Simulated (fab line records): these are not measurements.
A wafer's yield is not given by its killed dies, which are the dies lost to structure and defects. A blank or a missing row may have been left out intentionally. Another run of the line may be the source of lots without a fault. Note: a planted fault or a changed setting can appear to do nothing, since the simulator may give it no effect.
Comparing a struck lot with a sound one -- flow sfq-line -- 42 out of 325 route steps
Sound: these wafers, L531.1, L531.5, L531.6. Struck: wafer L542.6 (L542.1, L542.2, from the same lot, were not struck and are left out); the cause is given at the end.
At each step with rows: each side's tool, then ch and its chambers, then its first start. Under that, the readings that differ: sound wafers -- struck wafers -- difference of the means -- sigmas: that difference in standard deviations of wafers without a fault.
alike: readings with means less than 2 such deviations apart, plus words and numbers identical on both sides. not compared: withheld readings, readings lacking a value on some wafer, bounds such as >300 that could conceal the same value, and numbers that have no deviation in the record and whose values overlap.
Wherever a step has rows on one side only, a row that says differs or no value, or a row with sigmas, the two part there. When numbers do not overlap yet have no deviation, they are printed without sigmas and do not part them. A reading missing from all wafers of one side parts the sides only when that side holds two or more wafers.

first, 6 steps without rows for these wafers: SFQ_TRILAYER_M2_LITHO_COAT_062 (resist thk 62 nm); SFQ_TRILAYER_M2_LITHO_COAT_057 (resist thk 600 nm); SFQ_TRILAYER_M2_LITHO_SOFTBAKE_061; SFQ_TRILAYER_M2_LITHO_EXPOSE_058 (exposes mask M2, target cd 500 nm); SFQ_TRILAYER_M2_LITHO_PEB_060 (peb time 60 s); SFQ_TRILAYER_M2_LITHO_DEVELOP_059 (time 60 s).
SFQ_M2_OVL_MEAS_916:
  sound: overlay-02 at day 38 14:56; struck: overlay-01 at day 44 09:53
  alike: M2_OVL
SFQ_TRILAYER_M2_BARC_OPEN_METAL_ETCH_077: etches BARC in O2, target depth 125 nm, time 41.7 s.
  sound on rie-metal-01 ch 0,1, day 38 14:59; struck on rie-metal-01 ch 0, day 44 09:55
  alike: chamber-pressure-mTorr, drypump-motor-current-A, oes-product-au
  not compared: rf-hours-counter-h
then, 4 steps without rows for these wafers: SFQ_TRILAYER_M2_ETCH_METAL_ETCH_060 (etches Nb in Cl2/Ar, stops on SiO2, target depth 240 nm, time 120 s); SFQ_TRILAYER_M2_STRIP_STRIP_061 (strips in O2); SFQ_TRILAYER_M2_STRIP_SOLV_CLEAN_062 (cleans in NMP, time 600 s); SFQ_TRILAYER_I2_DEP_PECVD_063 (deposits SiO2 from SiH4/N2O, time 111.11 s, target thk 500 nm).
SFQ_TRILAYER_I2_CMP_CMP_064: polishes SiO2.
  sound on cmp-01 ch 0,1,3, day 38 19:31; struck on cmp-02 ch 2, day 44 13:28
reading,sound,struck,difference,sigmas
time-to-endpoint-s (s),212 219 218,287,+71,+9
model.SiO2_of_TRILAYER_I2_DEP_PECVD_063.thk-nm (nm),199.7 200.9 199.6,308.5,+108.4,
  alike: edge-zone-pressure-frac, motor-current-A
SFQ_I2_BOW_MEAS_917:
  sound: film-metro-03 at day 38 21:31; struck: film-metro-04 at day 44 13:58
reading,sound,struck,difference,sigmas
I2_BOW (um),-13 -9 -10,8,+19,+2
SFQ_TRILAYER_I2_METRO_MEASURE_065:
  sound: film-metro-03 at day 38 21:38; struck: film-metro-04 at day 44 14:05
reading,sound,struck,difference,sigmas
thk-nm (nm),199.9 201.1 199.7,308.8,+108.6,+99 or more
then, 6 steps without rows for these wafers: SFQ_TRILAYER_I2_VIA_LITHO_COAT_072 (resist thk 62 nm); SFQ_TRILAYER_I2_VIA_LITHO_COAT_067 (resist thk 650 nm); SFQ_TRILAYER_I2_VIA_LITHO_SOFTBAKE_071; SFQ_TRILAYER_I2_VIA_LITHO_EXPOSE_068 (exposes mask I2, target cd 500 nm); SFQ_TRILAYER_I2_VIA_LITHO_PEB_070 (peb time 60 s); SFQ_TRILAYER_I2_VIA_LITHO_DEVELOP_069 (time 60 s).
SFQ_I2_OVL_MEAS_918:
  sound: overlay-02 at day 39 01:40; struck: overlay-01 at day 44 17:39
  alike: I2_OVL
SFQ_TRILAYER_I2_VIA_BARC_OPEN_VIA_ETCH_096: etches BARC in O2, target depth 125 nm, time 41.7 s.
  sound on rie-diel-01 ch 0,3, day 39 01:41; struck on rie-diel-01 ch 0, day 44 17:41
  alike: chamber-pressure-mTorr, drypump-motor-current-A, oes-product-au
  not compared: rf-hours-counter-h
SFQ_TRILAYER_I2_VIA_ETCH_VIA_ETCH_070: etches SiO2 in CHF3, stops on Nb, target depth 260 nm.
  sound on rie-diel-01 ch 0,3, day 39 01:44; struck on rie-diel-01 ch 0, day 44 17:44
reading,sound,struck,difference,sigmas
oes-product-au (a.u.),0.856 0.857 0.853,0.992,+0.137,+29
model.etch.depth-nm (nm),199.7 200.9 199.6,256.6,+56.5,
model.I2.feature-depth-nm (nm),199.7 200.9 199.6,256.6,+56.5,
  alike: chamber-pressure-mTorr, drypump-motor-current-A
SFQ_TRILAYER_I2_VIA_STRIP_STRIP_071: strips in O2.
  sound on rie-metal-03 ch 0,1, day 39 01:51; struck on rie-metal-03 ch 0, day 44 17:50
  alike: chamber-pressure-mTorr, drypump-motor-current-A, oes-product-au
  not compared: rf-hours-counter-h
then, 1 step without rows for these wafers: SFQ_TRILAYER_I2_VIA_STRIP_SOLV_CLEAN_072 (cleans in NMP, time 600 s).
SFQ_TRILAYER_M3_DEP_PRE_CLEAN_074: time 22.5 s.
  sound: pvd-sputter-03 at day 39 02:37; struck: pvd-sputter-04 at day 44 18:37
reading,sound,struck,difference,sigmas
model.SiO2_of_TRILAYER_I2_DEP_PECVD_063.thk-nm (nm),192.2 193.4 192.1,301,+108,
SFQ_TRILAYER_M3_DEP_SPUTTER_073: material Nb, target thk 200 nm, time 133.3 s.
  sound: pvd-sputter-03 at day 39 02:39; struck: pvd-sputter-04 at day 44 18:38
  alike: throttle-valve-pct
SFQ_M3_RS_MEAS_919: measurement is done with a four-point probe.
  sound: film-metro-04 at day 39 02:44; struck: film-metro-04 at day 44 18:44
reading,sound,struck,difference,sigmas
M3_NB_RS (ohm/sq),0.868 0.874 0.868,0.898,+0.028,+3
then, 6 steps without rows for these wafers: SFQ_TRILAYER_M3_LITHO_COAT_080 (resist thk 62 nm); SFQ_TRILAYER_M3_LITHO_COAT_075 (resist thk 600 nm); SFQ_TRILAYER_M3_LITHO_SOFTBAKE_079; SFQ_TRILAYER_M3_LITHO_EXPOSE_076 (exposes mask M3, target cd 500 nm); SFQ_TRILAYER_M3_LITHO_PEB_078 (peb time 60 s); SFQ_TRILAYER_M3_LITHO_DEVELOP_077 (time 60 s).
-- the record jumps here: 5 days lie between the struck wafers' starts before and after --
SFQ_M3_OVL_MEAS_921:
  sound: overlay-02 at day 45 08:49; struck: overlay-02 at day 49 23:16
  alike: M3_OVL
then, 1 step without rows for these wafers: SFQ_TRILAYER_M3_BARC_OPEN_METAL_ETCH_100 (etches BARC in O2, target depth 125 nm, time 41.7 s).
SFQ_TRILAYER_M3_ETCH_METAL_ETCH_078: etches Nb in Cl2/Ar, stops on SiO2, target depth 240 nm, time 120 s.
  sound on rie-metal-01 ch 0,1, day 45 08:54; struck on rie-metal-04 ch 1, day 49 23:22
reading,sound,struck,difference,sigmas
oes-product-au (a.u.),0.903 0.905 0.913,0.885,-0.022,-3
  alike: chamber-pressure-mTorr, drypump-motor-current-A
  not compared: rf-hours-counter-h
then, 3 steps without rows for these wafers: SFQ_TRILAYER_M3_STRIP_STRIP_079 (strips in O2); SFQ_TRILAYER_M3_STRIP_SOLV_CLEAN_080 (cleans in NMP, time 600 s); SFQ_TRILAYER_I3_DEP_PECVD_081 (deposits SiO2 from SiH4/N2O, time 111.11 s, target thk 500 nm).
-- the record jumps here: 38 days lie between the struck wafers' starts before and after --
SFQ_M8_BOW_MEAS_951:
  sound: film-metro-03 at day 84 12:12; struck: film-metro-01 at day 88 02:32
reading,sound,struck,difference,sigmas
M8_BOW (um),-13 -9 -10,27,+38,+3
model.etest.i2.link-ohm,1.948 1.951 1.94,1e+06,+1e+06,

== WHERE THEY PART ==
First at SFQ_TRILAYER_I2_CMP_CMP_064; last, within this record, at SFQ_M8_BOW_MEAS_951.

WHY: whatever the simulator had introduced
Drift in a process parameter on cmp-02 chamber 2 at SFQ_TRILAYER_I2_CMP_CMP_064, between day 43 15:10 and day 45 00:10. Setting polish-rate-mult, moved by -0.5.
